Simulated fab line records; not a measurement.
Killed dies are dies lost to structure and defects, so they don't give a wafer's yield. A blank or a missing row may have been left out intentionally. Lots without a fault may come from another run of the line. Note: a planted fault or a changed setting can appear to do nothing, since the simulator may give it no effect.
Which tool is to blame? | flow gf180mcu | Sampling: 15 lots, 45 wafers, 5 of 602 route steps

## WHAT EACH GAUGE READ, for each wafer
GF_HV_LDD_OVL_MEAS_47. Usual: HV_LDD_03_OVL -0.2 nm, standard deviation 1.5.
lot  | measured     | on         | HV_LDD_03_OVL (nm) | flag
L664 | day 12 10:24 | overlay-02 | 0.7 -0.3 -0.6      |
L666 | day 12 22:00 | overlay-02 | 2.3 1.1 1.1        |
L667 | day 13 03:40 | overlay-02 | 0.3 2.1 -0.4       |
L668 | day 13 13:07 | overlay-01 | 0.5 1.3 -0.5       |
L669 | day 13 23:40 | overlay-01 | -0.8 -2.6 -1.5     |
L670 | day 14 06:16 | overlay-01 | 2.1 1.8 2.7        |
L671 | day 14 19:45 | overlay-02 | -2.0 -1.1 0.4      |
L674 | day 15 19:55 | overlay-01 | 1.7 0.8 0.3        |
L678 | day 16 22:46 | overlay-01 | -1.0 -1.3 -1.9     |
L681 | day 17 22:32 | overlay-01 | 0.8 0.1 0.7        |
L682 | day 18 07:04 | overlay-02 | -2.2 -2.1 -2.5     |
L684 | day 18 22:57 | overlay-01 | -1.0 -1.4 0.2      |
L685 | day 19 05:25 | overlay-01 | -0.7 -1.5 -1.2     |
L686 | day 19 23:21 | overlay-01 | 2.4 2.0 2.4        |
L687 | day 20 04:13 | overlay-02 | -3.0 -1.5 -2.3     |

GF_SAB_OVL_MEAS_10. Usual: SAB_OVL -0.6 nm, standard deviation 1.6.
lot  | measured     | on         | SAB_OVL (nm)   | flag
L664 | day 15 00:58 | overlay-02 | -3.7 -2.4 -1.5 |
L666 | day 15 19:31 | overlay-01 | -2.1 0.5 -2.1  |
L667 | day 15 22:45 | overlay-02 | -1.9 -3.7 -2.3 |
L668 | day 16 15:46 | overlay-01 | -1.6 -2.5 -1.2 |
L669 | day 16 20:31 | overlay-01 | 2.6 4.1 2.5    |
L670 | day 17 01:16 | overlay-02 | -2.1 -3.1 -2.5 |
L671 | day 17 20:25 | overlay-02 | -4.8 -1.8 -2.5 |
L674 | day 18 21:50 | overlay-01 | -0.4 -1.9 -0.8 |
L678 | day 20 03:15 | overlay-02 | 0.0 0.7 -0.2   |
L681 | day 21 03:00 | overlay-01 | -2.0 -1.3 -0.7 |
L682 | day 21 11:29 | overlay-01 | 1.7 0.1 1.2    |
L684 | day 22 03:40 | overlay-01 | -0.6 0.5 0.4   |
L685 | day 22 10:16 | overlay-02 | -1.3 0.3 -0.2  |
L686 | day 23 02:59 | overlay-01 | 0.7 -0.2 0.6   |
L687 | day 23 06:49 | overlay-02 | 1.2 -0.1 -1.0  |

GF_CONTACT_THK_MEAS_01. Usual: CONTACT_CVD_00_THK 300 nm, standard deviation 4.4.
lot  | measured     | on            | CONTACT_CVD_00_THK (nm) | flag
L664 | day 15 01:54 | film metro-04 | 300 303 300             |
L666 | day 15 20:32 | film metro-04 | 303 304 296             |
L667 | day 15 23:46 | film metro-03 | 308 294 296             |
L668 | day 16 16:44 | film metro-01 | 304 296 305             |
L669 | day 16 21:28 | film metro-03 | 289 297 289             |
L670 | day 17 02:26 | film metro-03 | 586 605 607 586 605 607 | OFF
L671 | day 17 21:39 | film metro-04 | 590 602 593 589 603 593 | OFF
L674 | day 18 22:52 | film metro-04 | 307 302 297             |
L678 | day 20 04:25 | film metro-01 | 583 600 596 582 601 597 | OFF
L681 | day 21 04:07 | film metro-03 | 302 298 303             |
L682 | day 21 12:27 | film metro-03 | 300 298 291             |
L684 | day 22 04:39 | film metro-04 | 300 302 299             |
L685 | day 22 11:16 | film metro-01 | 301 303 296             |
L686 | day 23 03:56 | film metro-04 | 294 298 297             |
L687 | day 23 07:46 | film metro-03 | 303 302 304             |

## WHICH TOOL RAN EACH LOT (tool, then ch and the chambers of the sampled wafers, then the start)
lot  | GF_SAB_STRIP_13                      | GF_CONTACT_CVD_00
L664 | plasma asher-03 ch 0,1, day 15 01:09 | hdpcvd-02 ch 0,1, day 15 01:52
L666 | plasma asher-01 ch 0,1, day 15 19:43 | hdpcvd-02 ch 0,1,2, day 15 20:29
L667 | plasma asher-01 ch 0,1, day 15 23:00 | hdpcvd-01 ch 0,1,2, day 15 23:43
L668 | plasma asher-01 ch 1, day 16 15:58   | hdpcvd-02 ch 0,1,2, day 16 16:41
L669 | plasma asher-03 ch 0,1, day 16 20:43 | hdpcvd-01 ch 0,2, day 16 21:25
L670 | plasma asher-01 ch 0,1, day 17 01:28 | hdpcvd-02 ch 0,1,2, day 17 02:11
L671 | plasma asher-04 ch 0,1, day 17 20:36 | hdpcvd-02 ch 1,2, day 17 21:19
L674 | plasma asher-03 ch 0,1, day 18 22:07 | hdpcvd-01 ch 0,1,2, day 18 22:47
L678 | plasma asher-01 ch 0,1, day 20 03:27 | hdpcvd-01 ch 0,1,2, day 20 04:10
L681 | plasma asher-01 ch 0,1, day 21 03:19 | hdpcvd-02 ch 1,2, day 21 04:04
L682 | plasma asher-04 ch 0,1, day 21 11:41 | hdpcvd-01 ch 0,1,2, day 21 12:24
L684 | plasma asher-04 ch 1, day 22 03:50   | hdpcvd-02 ch 0,1, day 22 04:37
L685 | plasma asher-03 ch 0,1, day 22 10:29 | hdpcvd-02 ch 0,1,2, day 22 11:13
L686 | plasma asher-01 ch 0, day 23 03:11   | hdpcvd-01 ch 0,1,2, day 23 03:54
L687 | plasma asher-01 ch 0,1, day 23 06:59 | hdpcvd-02 ch 0,2, day 23 07:43
- GF_SAB_STRIP_13: strips in O2/N2.
- GF_CONTACT_CVD_00: deposits SiO2, target thk 300 nm, time 50 s.

## AS READ BY THE TOOLS THEMSELVES (means over the sampled wafers that have a number; for cases with no such wafer, the mark the record gives instead)
GF_SAB_STRIP_13. Usual: drypump motor current A 6.0 A, standard deviation 0.31; heater power w 308 W, standard deviation 28; oes product au 0.710 a.u., standard deviation 0.0042; strip time to endpoint s 12.60 s, standard deviation 0.033.
lot  | tool            | drypump motor current A (A) | heater power w (W) | oes product au (a.u.) | strip time to endpoint s (s) | flag
L664 | plasma asher-03 | 5.9                         | 305                | 0.707                 | 12.54                        |
L666 | plasma asher-01 | 6.1                         | 310                | 0.708                 | 12.63                        |
L667 | plasma asher-01 | 6.0                         | 309                | 0.710                 | 12.59                        |
L668 | plasma asher-01 | 5.9                         | 296                | 0.713                 | 12.60                        |
L669 | plasma asher-03 | 5.9                         | 304                | 0.714                 | 12.55                        |
L670 | plasma asher-01 | 6.0                         | 310                | 0.709                 | 12.56                        |
L671 | plasma asher-04 | 6.0                         | 341                | 0.711                 | 12.61                        |
L674 | plasma asher-03 | 5.9                         | 306                | 0.714                 | 12.60                        |
L678 | plasma asher-01 | 6.1                         | 306                | 0.706                 | 12.59                        |
L681 | plasma asher-01 | 6.1                         | 311                | 0.712                 | 12.62                        |
L682 | plasma asher-04 | 6.0                         | 342                | 0.707                 | 12.61                        |
L684 | plasma asher-04 | 5.3                         | 296                | 0.708                 | 12.60                        |
L685 | plasma asher-03 | 6.0                         | 280                | 0.710                 | 12.62                        |
L686 | plasma asher-01 | 6.2                         | 313                | 0.712                 | 12.63                        |
L687 | plasma asher-01 | 6.0                         | 302                | 0.707                 | 12.62                        |

## THE ANSWER, worked out from the rows above alone
Rule: lot off if the mean of its wafers having a number is beyond 3 standard deviations from the usual mean. A lot without any number at a reading at which 4 lots or more have one is off too. All remaining lots with rows at the step are treated as sound. First the gauges in route order, then the tools' own readings, where a lot's mean is used as printed above. The first step at which some lot is off is used, and at that step the reading that is off furthest; a lot without a number counts as furthest.
Off: L670, L671, L678, seen at GF_CONTACT_THK_MEAS_01 (CONTACT_CVD_00_THK).
A tool fits if, at a process step before that reading, it ran every lot that is off, and no sound lot after the first of them. Those tools and the gauges at GF_CONTACT_THK_MEAS_01 are tried in the same way. Not one of the candidates tried fits.

## WHAT THE SIMULATOR HAD PUT IN
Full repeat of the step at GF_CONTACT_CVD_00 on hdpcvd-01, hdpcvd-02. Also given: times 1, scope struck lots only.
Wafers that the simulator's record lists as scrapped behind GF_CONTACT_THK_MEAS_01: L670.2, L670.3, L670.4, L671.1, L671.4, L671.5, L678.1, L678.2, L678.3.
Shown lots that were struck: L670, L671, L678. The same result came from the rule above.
